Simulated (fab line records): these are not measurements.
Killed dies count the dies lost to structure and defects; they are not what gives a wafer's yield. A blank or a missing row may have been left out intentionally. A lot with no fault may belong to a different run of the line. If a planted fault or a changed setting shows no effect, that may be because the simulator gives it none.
fab line records || flow gf180mcu
record {"lots": 7, "wafers": 21, "last-day": 33}
route steps=602 shown MVPSD@82 VT_IMPLANT@90
lots that met no fault: taken from a fault-free run of the same line
start-h: hours from the record's opening day to when the first of the lot's shown wafers began || wait-h: hours from the lot's prior step to this one || " same as the row above || L1.1+2: several wafers, shown together as one row || - no value, or no start was given || * or withheld: withheld || < > ~ a bound
route shown NAME@n: NAME is a module with steps in the file, n the number in the route of the first one || usual: average and standard deviation across the fault-free wafers || same: alike in all rows || chamber/n: place in a boat || sites: per-site readings || _std_site: the standard deviation of these || _edge_site: mean of outer sites minus mean of inner sites || radius-mm: how far each site lies from the wafer's centre || mask NAME#n: copy n || behind: tool/chamber where the wafer was last shaped || hold: why the lot went on hold/how many hours it stayed there/how the hold came to an end || device: transistor that didn't switch, given as n, p or np || end of line: at the end of the route, the tests of the same wafers || a step with no rows: only its recipe || killed: dies that structure and defects cost at the first sort, which is not the same as the wafer's yield || map: a wafer's dies, x killed, . not, _ none there
set.NAME: the setting that was run; set.NAME@STEP: the one run at that earlier step || model.NAME: the simulator's own value behind a step, which no gauge read
lots seen at some steps along the route; tables by step, rows by wafer
services: a tool's chamber out of use, with start hour (start-h, from the record's first day; less than 0 if before it), hours out, and reason
## steps
# step GF_MVPSD_EXPOSE_04
# recipe {"mask-id": "MVPSD", "target-cd-nm": 1000, "na": 0.6, "source-shape": "conventional", "sigma-outer": 0.6, "dose-mj": 260}
# step GF_MVPSD_PEB_05
# recipe {"temp-c": 115, "time-s": "withheld"}
# step GF_MVPSD_DEVELOP_06
# recipe {"wall-angle-deg": 90, "develop-time-s": 60, "dev-temp-c": 23}
# step GF_MVPSD_OVL_MEAS_07
# usual {"MVPSD_OVL": "-1.3/1.2"}
{"lot.wafer": "L320.2", "tool": "overlay-02", "chamber": "-", "start-h": 114.79, "wait-h": "-", "MVPSD_OVL[nm]": -0.4}
{"lot.wafer": "L320.3", "tool": "overlay-02", "chamber": "-", "start-h": 114.79, "wait-h": "-", "MVPSD_OVL[nm]": -1.8}
{"lot.wafer": "L320.4", "tool": "overlay-02", "chamber": "-", "start-h": 114.79, "wait-h": "-", "MVPSD_OVL[nm]": -1.1}
{"lot.wafer": "L324.3", "tool": "overlay-01", "chamber": "-", "start-h": 138.40, "wait-h": "-", "MVPSD_OVL[nm]": -0.2}
{"lot.wafer": "L324.4", "tool": "overlay-01", "chamber": "-", "start-h": 138.40, "wait-h": "-", "MVPSD_OVL[nm]": -1.1}
{"lot.wafer": "L324.5", "tool": "overlay-01", "chamber": "-", "start-h": 138.40, "wait-h": "-", "MVPSD_OVL[nm]": -1.2}
{"lot.wafer": "L325.2", "tool": "overlay-02", "chamber": "-", "start-h": 144.14, "wait-h": "-", "MVPSD_OVL[nm]": -0.3}
{"lot.wafer": "L325.3", "tool": "overlay-02", "chamber": "-", "start-h": 144.14, "wait-h": "-", "MVPSD_OVL[nm]": 1.1}
{"lot.wafer": "L325.4", "tool": "overlay-02", "chamber": "-", "start-h": 144.14, "wait-h": "-", "MVPSD_OVL[nm]": -0.6}
{"lot.wafer": "L328.1", "tool": "overlay-01", "chamber": "-", "start-h": 161.23, "wait-h": "-", "MVPSD_OVL[nm]": -3.6}
{"lot.wafer": "L328.4", "tool": "overlay-01", "chamber": "-", "start-h": 161.23, "wait-h": "-", "MVPSD_OVL[nm]": -3.7}
{"lot.wafer": "L328.6", "tool": "overlay-01", "chamber": "-", "start-h": 161.23, "wait-h": "-", "MVPSD_OVL[nm]": -4.0}
{"lot.wafer": "L332.1", "tool": "overlay-02", "chamber": "-", "start-h": 188.93, "wait-h": "-", "MVPSD_OVL[nm]": 0.5}
{"lot.wafer": "L332.3", "tool": "overlay-02", "chamber": "-", "start-h": 188.93, "wait-h": "-", "MVPSD_OVL[nm]": 0.6}
{"lot.wafer": "L332.4", "tool": "overlay-02", "chamber": "-", "start-h": 188.93, "wait-h": "-", "MVPSD_OVL[nm]": 1.6}
{"lot.wafer": "L334.2", "tool": "overlay-01", "chamber": "-", "start-h": 201.74, "wait-h": "-", "MVPSD_OVL[nm]": -2.2}
{"lot.wafer": "L334.3", "tool": "overlay-01", "chamber": "-", "start-h": 201.74, "wait-h": "-", "MVPSD_OVL[nm]": -2.2}
{"lot.wafer": "L334.6", "tool": "overlay-01", "chamber": "-", "start-h": 201.74, "wait-h": "-", "MVPSD_OVL[nm]": -0.4}
{"lot.wafer": "L338.1", "tool": "overlay-01", "chamber": "-", "start-h": 221.28, "wait-h": "-", "MVPSD_OVL[nm]": -0.3}
{"lot.wafer": "L338.2", "tool": "overlay-01", "chamber": "-", "start-h": 221.28, "wait-h": "-", "MVPSD_OVL[nm]": -0.7}
{"lot.wafer": "L338.4", "tool": "overlay-01", "chamber": "-", "start-h": 221.28, "wait-h": "-", "MVPSD_OVL[nm]": 0.3}
# step GF_MVPSD_IMPLANT_08
# recipe {"species": "B", "energy-kev": 170, "dose-cm2": 1.5e+13, "tilt-deg": 0}
# step GF_MVPSD_IMPLANT_09
# recipe {"species": "B", "energy-kev": 40, "dose-cm2": 5e+12, "tilt-deg": 0}
# step GF_MVPSD_STRIP_10
# recipe {"chemistry": "O2/N2", "power-w": 1400, "pressure-mtorr": 1500, "platen-temp-c": 250, "o2-flow-sccm": 3000, "n2-flow-sccm": 300, "overash-fraction": 0.5}
# usual {"drypump-motor-current-A": "5.45/0.21", "heater-power-w": "341/25", "oes-product-au": "0.722/0.0048", "platen-temp-c": "249.99/0.18", "strip-time-to-endpoint-s": "36.98/0.097"}
{"lot.wafer": "L320.2", "tool": "plasma-asher-01", "chamber": 0, "start-h": 115.12, "wait-h": 0.1, "drypump-motor-current-A": 5.78, "heater-power-w": 369, "oes-product-au": 0.731, "platen-temp-c": 249.86, "rf-hours-counter-h": 48, "strip-time-to-endpoint-s": 36.75}
{"lot.wafer": "L320.3", "tool": "plasma-asher-01", "chamber": 0, "start-h": 115.12, "wait-h": 0.1, "drypump-motor-current-A": 5.79, "heater-power-w": 358, "oes-product-au": 0.730, "platen-temp-c": 249.88, "rf-hours-counter-h": "-", "strip-time-to-endpoint-s": 36.83}
{"lot.wafer": "L320.4", "tool": "plasma-asher-01", "chamber": 1, "start-h": 115.12, "wait-h": 0.1, "drypump-motor-current-A": 5.39, "heater-power-w": 338, "oes-product-au": 0.729, "platen-temp-c": 249.88, "rf-hours-counter-h": "-", "strip-time-to-endpoint-s": 36.87}
{"lot.wafer": "L324.3", "tool": "plasma-asher-04", "chamber": 1, "start-h": 138.76, "wait-h": 0.1, "drypump-motor-current-A": 5.38, "heater-power-w": 298, "oes-product-au": 0.717, "platen-temp-c": 250.27, "rf-hours-counter-h": "-", "strip-time-to-endpoint-s": 37.07}
{"lot.wafer": "L324.4", "tool": "plasma-asher-04", "chamber": 0, "start-h": 138.76, "wait-h": 0.1, "drypump-motor-current-A": 5.66, "heater-power-w": 364, "oes-product-au": 0.721, "platen-temp-c": 250.01, "rf-hours-counter-h": "-", "strip-time-to-endpoint-s": 37.09}
{"lot.wafer": "L324.5", "tool": "plasma-asher-04", "chamber": 0, "start-h": 138.76, "wait-h": 0.1, "drypump-motor-current-A": 5.70, "heater-power-w": 368, "oes-product-au": 0.732, "platen-temp-c": 250.24, "rf-hours-counter-h": "-", "strip-time-to-endpoint-s": 36.99}
{"lot.wafer": "L325.2", "tool": "plasma-asher-04", "chamber": 0, "start-h": 144.47, "wait-h": 0.1, "drypump-motor-current-A": 5.73, "heater-power-w": 370, "oes-product-au": 0.725, "platen-temp-c": 249.94, "rf-hours-counter-h": 32, "strip-time-to-endpoint-s": 36.99}
{"lot.wafer": "L325.3", "tool": "plasma-asher-04", "chamber": 1, "start-h": 144.47, "wait-h": 0.1, "drypump-motor-current-A": 5.41, "heater-power-w": 295, "oes-product-au": 0.727, "platen-temp-c": 249.95, "rf-hours-counter-h": "-", "strip-time-to-endpoint-s": 37.05}
{"lot.wafer": "L325.4", "tool": "plasma-asher-04", "chamber": 0, "start-h": 144.47, "wait-h": 0.1, "drypump-motor-current-A": 5.70, "heater-power-w": 367, "oes-product-au": 0.725, "platen-temp-c": 249.91, "rf-hours-counter-h": "-", "strip-time-to-endpoint-s": 37.05}
{"lot.wafer": "L328.1", "tool": "plasma-asher-02", "chamber": 1, "start-h": 161.57, "wait-h": 0.1, "drypump-motor-current-A": 5.42, "heater-power-w": 360, "oes-product-au": 0.721, "platen-temp-c": 249.77, "rf-hours-counter-h": 4, "strip-time-to-endpoint-s": 37.07}
{"lot.wafer": "L328.4", "tool": "plasma-asher-02", "chamber": 0, "start-h": 161.57, "wait-h": 0.1, "drypump-motor-current-A": 5.15, "heater-power-w": 336, "oes-product-au": 0.719, "platen-temp-c": 249.90, "rf-hours-counter-h": "-", "strip-time-to-endpoint-s": 37.04}
{"lot.wafer": "L328.6", "tool": "plasma-asher-02", "chamber": 1, "start-h": 161.57, "wait-h": 0.1, "drypump-motor-current-A": 5.42, "heater-power-w": 353, "oes-product-au": 0.721, "platen-temp-c": 250.05, "rf-hours-counter-h": "-", "strip-time-to-endpoint-s": 36.94}
{"lot.wafer": "L332.1", "tool": "plasma-asher-04", "chamber": 1, "start-h": 189.27, "wait-h": 0.1, "drypump-motor-current-A": 5.41, "heater-power-w": 299, "oes-product-au": 0.722, "platen-temp-c": 249.72, "rf-hours-counter-h": 37, "strip-time-to-endpoint-s": 37.01}
{"lot.wafer": "L332.3", "tool": "plasma-asher-04", "chamber": 0, "start-h": 189.27, "wait-h": 0.1, "drypump-motor-current-A": 5.67, "heater-power-w": 369, "oes-product-au": 0.719, "platen-temp-c": 250.23, "rf-hours-counter-h": "-", "strip-time-to-endpoint-s": 37.18}
{"lot.wafer": "L332.4", "tool": "plasma-asher-04", "chamber": 1, "start-h": 189.27, "wait-h": 0.1, "drypump-motor-current-A": 5.42, "heater-power-w": 293, "oes-product-au": 0.715, "platen-temp-c": 249.92, "rf-hours-counter-h": "-", "strip-time-to-endpoint-s": 37.07}
{"lot.wafer": "L334.2", "tool": "plasma-asher-02", "chamber": 1, "start-h": 202.07, "wait-h": 0.1, "drypump-motor-current-A": 5.42, "heater-power-w": 353, "oes-product-au": 0.725, "platen-temp-c": 250.18, "rf-hours-counter-h": 8, "strip-time-to-endpoint-s": 37.00}
{"lot.wafer": "L334.3", "tool": "plasma-asher-02", "chamber": 1, "start-h": 202.07, "wait-h": 0.1, "drypump-motor-current-A": 5.41, "heater-power-w": 350, "oes-product-au": 0.717, "platen-temp-c": 250.25, "rf-hours-counter-h": "-", "strip-time-to-endpoint-s": 36.92}
{"lot.wafer": "L334.6", "tool": "plasma-asher-02", "chamber": 0, "start-h": 202.07, "wait-h": 0.1, "drypump-motor-current-A": 5.16, "heater-power-w": 331, "oes-product-au": 0.722, "platen-temp-c": 250.28, "rf-hours-counter-h": "-", "strip-time-to-endpoint-s": 36.93}
{"lot.wafer": "L338.1", "tool": "plasma-asher-01", "chamber": 1, "start-h": 221.62, "wait-h": 0.1, "drypump-motor-current-A": 5.38, "heater-power-w": 315, "oes-product-au": 0.724, "platen-temp-c": 249.98, "rf-hours-counter-h": 59, "strip-time-to-endpoint-s": 37.07}
{"lot.wafer": "L338.2", "tool": "plasma-asher-01", "chamber": 0, "start-h": 221.62, "wait-h": 0.1, "drypump-motor-current-A": 5.80, "heater-power-w": 367, "oes-product-au": 0.718, "platen-temp-c": 249.78, "rf-hours-counter-h": 59, "strip-time-to-endpoint-s": 37.12}
{"lot.wafer": "L338.4", "tool": "plasma-asher-01", "chamber": 1, "start-h": 221.62, "wait-h": 0.1, "drypump-motor-current-A": 5.40, "heater-power-w": 325, "oes-product-au": 0.725, "platen-temp-c": 249.97, "rf-hours-counter-h": "-", "strip-time-to-endpoint-s": 37.06}
# step GF_MVPSD_TW_MEAS_11
# usual {"MVPSD_TW": "549.9/2.9"}
{"lot.wafer": "L320.2", "tool": "film-metro-01", "chamber": "-", "start-h": 115.23, "wait-h": 0.1, "MVPSD_TW": 547.7}
{"lot.wafer": "L320.3", "tool": "film-metro-01", "chamber": "-", "start-h": 115.23, "wait-h": 0.1, "MVPSD_TW": 547.4}
{"lot.wafer": "L320.4", "tool": "film-metro-01", "chamber": "-", "start-h": 115.23, "wait-h": 0.1, "MVPSD_TW": 546.2}
{"lot.wafer": "L324.3", "tool": "film-metro-02", "chamber": "-", "start-h": 138.84, "wait-h": 0.1, "MVPSD_TW": 546.8}
{"lot.wafer": "L324.4", "tool": "film-metro-02", "chamber": "-", "start-h": 138.84, "wait-h": 0.1, "MVPSD_TW": 550.6}
{"lot.wafer": "L324.5", "tool": "film-metro-02", "chamber": "-", "start-h": 138.84, "wait-h": 0.1, "MVPSD_TW": 544.8}
{"lot.wafer": "L325.2", "tool": "film-metro-02", "chamber": "-", "start-h": 144.58, "wait-h": 0.1, "MVPSD_TW": 551.5}
{"lot.wafer": "L325.3", "tool": "film-metro-02", "chamber": "-", "start-h": 144.58, "wait-h": 0.1, "MVPSD_TW": 549.9}
{"lot.wafer": "L325.4", "tool": "film-metro-02", "chamber": "-", "start-h": 144.58, "wait-h": 0.1, "MVPSD_TW": 548.6}
{"lot.wafer": "L328.1", "tool": "film-metro-02", "chamber": "-", "start-h": 161.67, "wait-h": 0.1, "MVPSD_TW": 548.3}
{"lot.wafer": "L328.4", "tool": "film-metro-02", "chamber": "-", "start-h": 161.67, "wait-h": 0.1, "MVPSD_TW": 552.1}
{"lot.wafer": "L328.6", "tool": "film-metro-02", "chamber": "-", "start-h": 161.67, "wait-h": 0.1, "MVPSD_TW": 548.0}
{"lot.wafer": "L332.1", "tool": "film-metro-01", "chamber": "-", "start-h": 189.37, "wait-h": 0.1, "MVPSD_TW": 551.9}
{"lot.wafer": "L332.3", "tool": "film-metro-01", "chamber": "-", "start-h": 189.37, "wait-h": 0.1, "MVPSD_TW": 548.0}
{"lot.wafer": "L332.4", "tool": "film-metro-01", "chamber": "-", "start-h": 189.37, "wait-h": 0.1, "MVPSD_TW": 551.7}
{"lot.wafer": "L334.2", "tool": "film-metro-02", "chamber": "-", "start-h": 202.18, "wait-h": 0.1, "MVPSD_TW": 549.3}
{"lot.wafer": "L334.3", "tool": "film-metro-02", "chamber": "-", "start-h": 202.18, "wait-h": 0.1, "MVPSD_TW": 550.7}
{"lot.wafer": "L334.6", "tool": "film-metro-02", "chamber": "-", "start-h": 202.18, "wait-h": 0.1, "MVPSD_TW": 549.2}
{"lot.wafer": "L338.1", "tool": "film-metro-02", "chamber": "-", "start-h": 221.72, "wait-h": 0.1, "MVPSD_TW": 550.9}
{"lot.wafer": "L338.2", "tool": "film-metro-02", "chamber": "-", "start-h": 221.72, "wait-h": 0.1, "MVPSD_TW": 548.2}
{"lot.wafer": "L338.4", "tool": "film-metro-02", "chamber": "-", "start-h": 221.72, "wait-h": 0.1, "MVPSD_TW": 546.8}
# step GF_VT_IMPLANT_DEHYDRATE_00
# recipe {"temp-c": 200, "time-s": 60}
# step GF_VT_IMPLANT_HMDS_01
# recipe {"prime-time-s": 60, "prime-temp-c": 120}
# step GF_VT_IMPLANT_COAT_02
# recipe {"resist": "NOVOLAK", "spin-rpm": 3000, "resist-thk-nm": 1000}
# step GF_VT_IMPLANT_SOFTBAKE_03
# recipe {"temp-c": 90, "time-s": 60, "resist": "NOVOLAK"}
# step GF_VT_IMPLANT_EXPOSE_04
# recipe {"mask-id": "LVPWELL_LV_AREA", "target-cd-nm": 600, "na": 0.6, "source-shape": "conventional", "sigma-outer": 0.6, "dose-mj": 140}
# usual {"exposure-dose-mJ-cm2": "140.02/0.14", "focus-offset-nm": "0.0/0.53"}
{"lot.wafer": "L320.2", "tool": "iline-stepper-02", "chamber": 0, "start-h": 122.23, "wait-h": "-", "mask": "LVPWELL_LV_AREA#0", "exposure-dose-mJ-cm2": 140.14, "focus-offset-nm": 0.1, "model.VT_IMPLANT.overlay-x-nm": 0.122}
{"lot.wafer": "L320.3", "tool": "iline-stepper-02", "chamber": 0, "start-h": 122.23, "wait-h": "-", "mask": "LVPWELL_LV_AREA#0", "exposure-dose-mJ-cm2": 140.10, "focus-offset-nm": -0.1, "model.VT_IMPLANT.overlay-x-nm": 0.122}
{"lot.wafer": "L320.4", "tool": "iline-stepper-02", "chamber": 0, "start-h": 122.23, "wait-h": "-", "mask": "LVPWELL_LV_AREA#0", "exposure-dose-mJ-cm2": 140.03, "focus-offset-nm": 0.0, "model.VT_IMPLANT.overlay-x-nm": 0.122}
{"lot.wafer": "L324.3", "tool": "iline-stepper-02", "chamber": 0, "start-h": 146.93, "wait-h": "-", "mask": "LVPWELL_LV_AREA#0", "exposure-dose-mJ-cm2": 140.03, "focus-offset-nm": 0.2, "model.VT_IMPLANT.overlay-x-nm": -95}
{"lot.wafer": "L324.4", "tool": "iline-stepper-02", "chamber": 0, "start-h": 146.93, "wait-h": "-", "mask": "LVPWELL_LV_AREA#0", "exposure-dose-mJ-cm2": 139.61, "focus-offset-nm": 0.1, "model.VT_IMPLANT.overlay-x-nm": -95}
{"lot.wafer": "L324.5", "tool": "iline-stepper-02", "chamber": 0, "start-h": 146.93, "wait-h": "-", "mask": "LVPWELL_LV_AREA#0", "exposure-dose-mJ-cm2": 140.17, "focus-offset-nm": -0.8, "model.VT_IMPLANT.overlay-x-nm": -95}
{"lot.wafer": "L325.2", "tool": "iline-stepper-02", "chamber": 0, "start-h": 152.66, "wait-h": "-", "mask": "LVPWELL_LV_AREA#0", "exposure-dose-mJ-cm2": 140.12, "focus-offset-nm": 0.6, "model.VT_IMPLANT.overlay-x-nm": -96.12}
{"lot.wafer": "L325.3", "tool": "iline-stepper-02", "chamber": 0, "start-h": 152.66, "wait-h": "-", "mask": "LVPWELL_LV_AREA#0", "exposure-dose-mJ-cm2": 140.06, "focus-offset-nm": 0.4, "model.VT_IMPLANT.overlay-x-nm": -96.12}
{"lot.wafer": "L325.4", "tool": "iline-stepper-02", "chamber": 0, "start-h": 152.66, "wait-h": "-", "mask": "LVPWELL_LV_AREA#0", "exposure-dose-mJ-cm2": 140.06, "focus-offset-nm": -0.4, "model.VT_IMPLANT.overlay-x-nm": -96.12}
{"lot.wafer": "L328.1", "tool": "iline-stepper-02", "chamber": 0, "start-h": 169.63, "wait-h": "-", "mask": "LVPWELL_LV_AREA#0", "exposure-dose-mJ-cm2": 140.20, "focus-offset-nm": 0.0, "model.VT_IMPLANT.overlay-x-nm": -96.14}
{"lot.wafer": "L328.4", "tool": "iline-stepper-02", "chamber": 0, "start-h": 169.63, "wait-h": "-", "mask": "LVPWELL_LV_AREA#0", "exposure-dose-mJ-cm2": 140.15, "focus-offset-nm": -0.4, "model.VT_IMPLANT.overlay-x-nm": -96.14}
{"lot.wafer": "L328.6", "tool": "iline-stepper-02", "chamber": 0, "start-h": 169.63, "wait-h": "-", "mask": "LVPWELL_LV_AREA#0", "exposure-dose-mJ-cm2": 140.02, "focus-offset-nm": 0.1, "model.VT_IMPLANT.overlay-x-nm": -96.14}
{"lot.wafer": "L332.1", "tool": "iline-stepper-01", "chamber": 0, "start-h": 197.76, "wait-h": "-", "mask": "LVPWELL_LV_AREA#0", "exposure-dose-mJ-cm2": 140.17, "focus-offset-nm": 0.5, "model.VT_IMPLANT.overlay-x-nm": 0.2289}
{"lot.wafer": "L332.3", "tool": "iline-stepper-01", "chamber": 0, "start-h": 197.76, "wait-h": "-", "mask": "LVPWELL_LV_AREA#0", "exposure-dose-mJ-cm2": 139.93, "focus-offset-nm": 0.7, "model.VT_IMPLANT.overlay-x-nm": 0.2289}
{"lot.wafer": "L332.4", "tool": "iline-stepper-01", "chamber": 0, "start-h": 197.76, "wait-h": "-", "mask": "LVPWELL_LV_AREA#0", "exposure-dose-mJ-cm2": 140.15, "focus-offset-nm": 0.3, "model.VT_IMPLANT.overlay-x-nm": 0.2289}
{"lot.wafer": "L334.2", "tool": "iline-stepper-01", "chamber": 0, "start-h": 210.50, "wait-h": "-", "mask": "LVPWELL_LV_AREA#0", "exposure-dose-mJ-cm2": 140.00, "focus-offset-nm": 0.8, "model.VT_IMPLANT.overlay-x-nm": -0.8469}
{"lot.wafer": "L334.3", "tool": "iline-stepper-01", "chamber": 0, "start-h": 210.50, "wait-h": "-", "mask": "LVPWELL_LV_AREA#0", "exposure-dose-mJ-cm2": 140.31, "focus-offset-nm": 0.7, "model.VT_IMPLANT.overlay-x-nm": -0.8469}
{"lot.wafer": "L334.6", "tool": "iline-stepper-01", "chamber": 0, "start-h": 210.50, "wait-h": "-", "mask": "LVPWELL_LV_AREA#0", "exposure-dose-mJ-cm2": 140.13, "focus-offset-nm": 0.4, "model.VT_IMPLANT.overlay-x-nm": -0.8469}
{"lot.wafer": "L338.1", "tool": "iline-stepper-01", "chamber": 0, "start-h": 230.08, "wait-h": "-", "mask": "LVPWELL_LV_AREA#0", "exposure-dose-mJ-cm2": 140.18, "focus-offset-nm": -0.4, "model.VT_IMPLANT.overlay-x-nm": -0.7413}
{"lot.wafer": "L338.2", "tool": "iline-stepper-01", "chamber": 0, "start-h": 230.08, "wait-h": "-", "mask": "LVPWELL_LV_AREA#0", "exposure-dose-mJ-cm2": 140.12, "focus-offset-nm": -0.3, "model.VT_IMPLANT.overlay-x-nm": -0.7413}
{"lot.wafer": "L338.4", "tool": "iline-stepper-01", "chamber": 0, "start-h": 230.08, "wait-h": "-", "mask": "LVPWELL_LV_AREA#0", "exposure-dose-mJ-cm2": 140.15, "focus-offset-nm": -0.2, "model.VT_IMPLANT.overlay-x-nm": -0.7413}
# step GF_VT_IMPLANT_PEB_05
# recipe {"temp-c": "withheld", "time-s": "*", "resist": "NOVOLAK"}
# step GF_VT_IMPLANT_DEVELOP_06
# recipe {"develop-time-s": 60, "dev-temp-c": 23}
# step GF_VT_IMPLANT_OVL_MEAS_07
# usual {"VT_IMPLANT_OVL": "-0.1/1.5"}
{"lot.wafer": "L320.2", "tool": "overlay-01", "chamber": "-", "start-h": 129.84, "wait-h": 0.1, "VT_IMPLANT_OVL[nm]": -1.0}
{"lot.wafer": "L320.3", "tool": "overlay-01", "chamber": "-", "start-h": 129.84, "wait-h": 0.1, "VT_IMPLANT_OVL[nm]": -1.6}
{"lot.wafer": "L320.4", "tool": "overlay-01", "chamber": "-", "start-h": 129.84, "wait-h": 0.1, "VT_IMPLANT_OVL[nm]": -1.6}
{"lot.wafer": "L324.3", "tool": "overlay-01", "chamber": "-", "start-h": 154.60, "wait-h": 0.1, "VT_IMPLANT_OVL[nm]": -96.6}
{"lot.wafer": "L324.4", "tool": "overlay-01", "chamber": "-", "start-h": 154.60, "wait-h": 0.1, "VT_IMPLANT_OVL[nm]": -96.5}
{"lot.wafer": "L324.5", "tool": "overlay-01", "chamber": "-", "start-h": 154.60, "wait-h": 0.1, "VT_IMPLANT_OVL[nm]": -95.2}
{"lot.wafer": "L325.2", "tool": "overlay-01", "chamber": "-", "start-h": 159.84, "wait-h": 0.1, "VT_IMPLANT_OVL[nm]": -97.3}
{"lot.wafer": "L325.3", "tool": "overlay-01", "chamber": "-", "start-h": 159.84, "wait-h": 0.1, "VT_IMPLANT_OVL[nm]": -97.1}
{"lot.wafer": "L325.4", "tool": "overlay-01", "chamber": "-", "start-h": 159.84, "wait-h": 0.1, "VT_IMPLANT_OVL[nm]": -97.8}
{"lot.wafer": "L328.1", "tool": "overlay-01", "chamber": "-", "start-h": 176.48, "wait-h": 0.1, "VT_IMPLANT_OVL[nm]": -98.4}
{"lot.wafer": "L328.4", "tool": "overlay-01", "chamber": "-", "start-h": 176.48, "wait-h": 0.1, "VT_IMPLANT_OVL[nm]": -97.3}
{"lot.wafer": "L328.6", "tool": "overlay-01", "chamber": "-", "start-h": 176.48, "wait-h": 0.1, "VT_IMPLANT_OVL[nm]": -97.5}
{"lot.wafer": "L332.1", "tool": "overlay-01", "chamber": "-", "start-h": 205.83, "wait-h": 0.1, "VT_IMPLANT_OVL[nm]": -0.1}
{"lot.wafer": "L332.3", "tool": "overlay-01", "chamber": "-", "start-h": 205.83, "wait-h": 0.1, "VT_IMPLANT_OVL[nm]": -1.2}
{"lot.wafer": "L332.4", "tool": "overlay-01", "chamber": "-", "start-h": 205.83, "wait-h": 0.1, "VT_IMPLANT_OVL[nm]": -0.4}
{"lot.wafer": "L334.2", "tool": "overlay-02", "chamber": "-", "start-h": 218.89, "wait-h": 0.1, "VT_IMPLANT_OVL[nm]": -2.0}
{"lot.wafer": "L334.3", "tool": "overlay-02", "chamber": "-", "start-h": 218.89, "wait-h": 0.1, "VT_IMPLANT_OVL[nm]": 0.8}
{"lot.wafer": "L334.6", "tool": "overlay-02", "chamber": "-", "start-h": 218.89, "wait-h": 0.1, "VT_IMPLANT_OVL[nm]": -0.9}
{"lot.wafer": "L338.1", "tool": "overlay-02", "chamber": "-", "start-h": 238.18, "wait-h": 0.1, "VT_IMPLANT_OVL[nm]": 0.3}
{"lot.wafer": "L338.2", "tool": "overlay-02", "chamber": "-", "start-h": 238.18, "wait-h": 0.1, "VT_IMPLANT_OVL[nm]": -1.1}
{"lot.wafer": "L338.4", "tool": "overlay-02", "chamber": "-", "start-h": 238.18, "wait-h": 0.1, "VT_IMPLANT_OVL[nm]": 0.4}
# step GF_VT_IMPLANT_IMPLANT_08
# recipe {"species": "BF2", "energy-kev": 19.77, "dose-cm2": 8.29e+12, "tilt-deg": 7}
## services
{"tool": "plasma-asher-04", "chamber": "-", "start-h": 99.81, "hours": 8.4, "kind": "repair"}
{"tool": "iline-stepper-02", "chamber": 0, "start-h": 103.23, "hours": "-", "kind": "calibration"}
{"tool": "plasma-asher-02", "chamber": "-", "start-h": 108.75, "hours": 9.0, "kind": "pm"}
{"tool": "plasma-asher-02", "chamber": 0, "start-h": 108.75, "hours": 9.0, "kind": "vent-cycle"}
{"tool": "plasma-asher-02", "chamber": 1, "start-h": 108.75, "hours": 9.0, "kind": "vent-cycle"}
{"tool": "plasma-asher-02", "chamber": 0, "start-h": 117.75, "hours": "-", "kind": "clean"}
{"tool": "plasma-asher-02", "chamber": 1, "start-h": 117.75, "hours": "-", "kind": "clean"}
{"tool": "plasma-asher-01", "chamber": "-", "start-h": 168.96, "hours": 3.3, "kind": "repair"}
{"tool": "iline-stepper-02", "chamber": "-", "start-h": 182.40, "hours": 4.7, "kind": "repair"}
{"tool": "iline-stepper-01", "chamber": "-", "start-h": 188.19, "hours": 8.9, "kind": "pm"}
{"tool": "plasma-asher-02", "chamber": "-", "start-h": 189.13, "hours": 3.6, "kind": "repair"}
{"tool": "iline-stepper-02", "chamber": "-", "start-h": 201.05, "hours": 31.8, "kind": "repair"}
{"tool": "iline-stepper-01", "chamber": "-", "start-h": 227.65, "hours": 2.1, "kind": "pm"}
{"tool": "iline-stepper-01", "chamber": "-", "start-h": 229.73, "hours": "-", "kind": "consumable-replace:lamp"}
## key
first-sign {"step": "GF_VT_IMPLANT_OVL_MEAS_07", "reading": "VT_IMPLANT_OVL", "direction": "down", "sigmas": 63, "usual": -0.1, "struck": -97.1}
effect none on later readings
model-effect {"step": "GF_VT_IMPLANT_EXPOSE_04", "value": "VT_IMPLANT.overlay-x-nm", "without": -0.5949, "struck": -95.75}
met-at GF_VT_IMPLANT_EXPOSE_04
struck-wafers L324.3,L324.4,L324.5,L325.2,L325.3,L325.4,L328.1,L328.4,L328.6
tester-left-out L324,L325,L328
onset-between 122.23 146.93
fault {"kind": "scanner-matching-overlay", "tool": "iline-stepper-02", "chamber": "-", "onset-h": 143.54, "steps": "GF_VT_IMPLANT_EXPOSE_04", "offset": -95.159}
# tester-left-out: of these lots the tester's yield and bins aren't shown, on N5 and GAA mostly nor the transistor test; their killed dies are dies lost to structure and defects alone, not to doping, threshold or leakage, so they don't give the yield
